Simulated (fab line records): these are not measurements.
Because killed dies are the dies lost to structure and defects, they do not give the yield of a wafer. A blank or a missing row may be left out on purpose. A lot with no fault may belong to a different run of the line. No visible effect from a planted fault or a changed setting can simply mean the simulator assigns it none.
The tool behind it: which one? || flow sky130 || 39 wafers from 13 lots sampled at 2 of the route's 708 steps

== WHAT EACH GAUGE READ, for each wafer ==
SKY_METAL4_OVL_MEAS_14. Usual: METAL4_OVL 3 nm, standard deviation 6.1.
{"lot": "L542", "measured": "day 42 03:17", "on": "overlay-01", "METAL4_OVL (nm)": "6 1 -1", "flag": ""}
{"lot": "L543", "measured": "day 42 05:23", "on": "overlay-01", "METAL4_OVL (nm)": "2 -1 -1", "flag": ""}
{"lot": "L544", "measured": "day 42 08:59", "on": "overlay-01", "METAL4_OVL (nm)": "0 -9 -4", "flag": ""}
{"lot": "L546", "measured": "day 43 06:47", "on": "overlay-01", "METAL4_OVL (nm)": "9 12 16", "flag": ""}
{"lot": "L547", "measured": "day 43 11:47", "on": "overlay-01", "METAL4_OVL (nm)": "8 4 8", "flag": ""}
{"lot": "L554", "measured": "day 45 03:26", "on": "overlay-01", "METAL4_OVL (nm)": "4 2 9", "flag": ""}
{"lot": "L556", "measured": "day 46 16:44", "on": "overlay-01", "METAL4_OVL (nm)": "3 0 4", "flag": ""}
{"lot": "L558", "measured": "day 46 17:56", "on": "overlay-02", "METAL4_OVL (nm)": "2 6 -4", "flag": ""}
{"lot": "L559", "measured": "day 46 18:38", "on": "overlay-02", "METAL4_OVL (nm)": "1 11 4", "flag": ""}
{"lot": "L560", "measured": "day 46 19:05", "on": "overlay-02", "METAL4_OVL (nm)": "5 4 3", "flag": ""}
{"lot": "L561", "measured": "day 46 19:41", "on": "overlay-01", "METAL4_OVL (nm)": "-4 -6 -11", "flag": ""}
{"lot": "L562", "measured": "day 47 00:08", "on": "overlay-02", "METAL4_OVL (nm)": "6 -11 -7", "flag": ""}
{"lot": "L563", "measured": "day 47 16:35", "on": "overlay-02", "METAL4_OVL (nm)": "3 0 2", "flag": ""}

== EACH LOT AND THE TOOL THAT RAN IT (in order: tool; ch and the chambers of the sampled wafers; start) ==
{"lot": "L542", "SKY_CAP2M_CVD_00": "pecvd-03 ch 0,1, day 40 01:43"}
{"lot": "L543", "SKY_CAP2M_CVD_00": "pecvd-02 ch 0,2, day 40 03:32"}
{"lot": "L544", "SKY_CAP2M_CVD_00": "pecvd-04 ch 0,1,2, day 40 08:59"}
{"lot": "L546", "SKY_CAP2M_CVD_00": "pecvd-04 ch 0,2, day 41 06:05"}
{"lot": "L547", "SKY_CAP2M_CVD_00": "pecvd-04 ch 0,1, day 41 10:41"}
{"lot": "L554", "SKY_CAP2M_CVD_00": "pecvd-02 ch 0,1,2, day 43 04:53"}
{"lot": "L556", "SKY_CAP2M_CVD_00": "pecvd-02 ch 0,1,2, day 44 20:46"}
{"lot": "L558", "SKY_CAP2M_CVD_00": "pecvd-03 ch 0,2, day 44 21:02"}
{"lot": "L559", "SKY_CAP2M_CVD_00": "pecvd-04 ch 0,1,2, day 44 22:23"}
{"lot": "L560", "SKY_CAP2M_CVD_00": "pecvd-04 ch 1,2, day 44 22:59"}
{"lot": "L561", "SKY_CAP2M_CVD_00": "pecvd-02 ch 0,2, day 45 00:25"}
{"lot": "L562", "SKY_CAP2M_CVD_00": "pecvd-03 ch 0,1,2, day 45 04:16"}
{"lot": "L563", "SKY_CAP2M_CVD_00": "pecvd-02 ch 0,1, day 45 22:25"}
- SKY_CAP2M_CVD_00: deposits SiO2, target thk 15.5 nm.

== AS READ BY THE TOOLS THEMSELVES (means over the sampled wafers that have a number; for cases with no such wafer, the mark the record gives instead) ==
SKY_CAP2M_CVD_00. Usual: heater-power-w 704 W, standard deviation 76.
{"lot": "L542", "tool": "pecvd-03", "heater-power-w (W)": 775, "flag": ""}
{"lot": "L543", "tool": "pecvd-02", "heater-power-w (W)": 800, "flag": ""}
{"lot": "L544", "tool": "pecvd-04", "heater-power-w (W)": 686, "flag": ""}
{"lot": "L546", "tool": "pecvd-04", "heater-power-w (W)": 686, "flag": ""}
{"lot": "L547", "tool": "pecvd-04", "heater-power-w (W)": 716, "flag": ""}
{"lot": "L554", "tool": "pecvd-02", "heater-power-w (W)": 773, "flag": ""}
{"lot": "L556", "tool": "pecvd-02", "heater-power-w (W)": 682, "flag": ""}
{"lot": "L558", "tool": "pecvd-03", "heater-power-w (W)": 689, "flag": ""}
{"lot": "L559", "tool": "pecvd-04", "heater-power-w (W)": 663, "flag": ""}
{"lot": "L560", "tool": "pecvd-04", "heater-power-w (W)": 611, "flag": ""}
{"lot": "L561", "tool": "pecvd-02", "heater-power-w (W)": 803, "flag": ""}
{"lot": "L562", "tool": "pecvd-03", "heater-power-w (W)": 752, "flag": ""}
{"lot": "L563", "tool": "pecvd-02", "heater-power-w (W)": 750, "flag": ""}

== THE ANSWER, worked out from the rows above alone ==
Rule: take the mean of a lot's wafers that have a number; if it is more than 3 standard deviations from the usual mean, the lot is off. A lot without any number at a reading at which 4 lots or more have one is off too. All remaining lots with rows at the step are treated as sound. After the gauges, taken in route order, come the tools' own readings; for these a lot's mean is taken, as printed above. At the first step where some lot is off, the reading lying furthest off is the one used; lots without a number count as furthest.
Nothing can be told from this: no lot is off at any reading shown.

== WHAT THE SIMULATOR PUT IN ==
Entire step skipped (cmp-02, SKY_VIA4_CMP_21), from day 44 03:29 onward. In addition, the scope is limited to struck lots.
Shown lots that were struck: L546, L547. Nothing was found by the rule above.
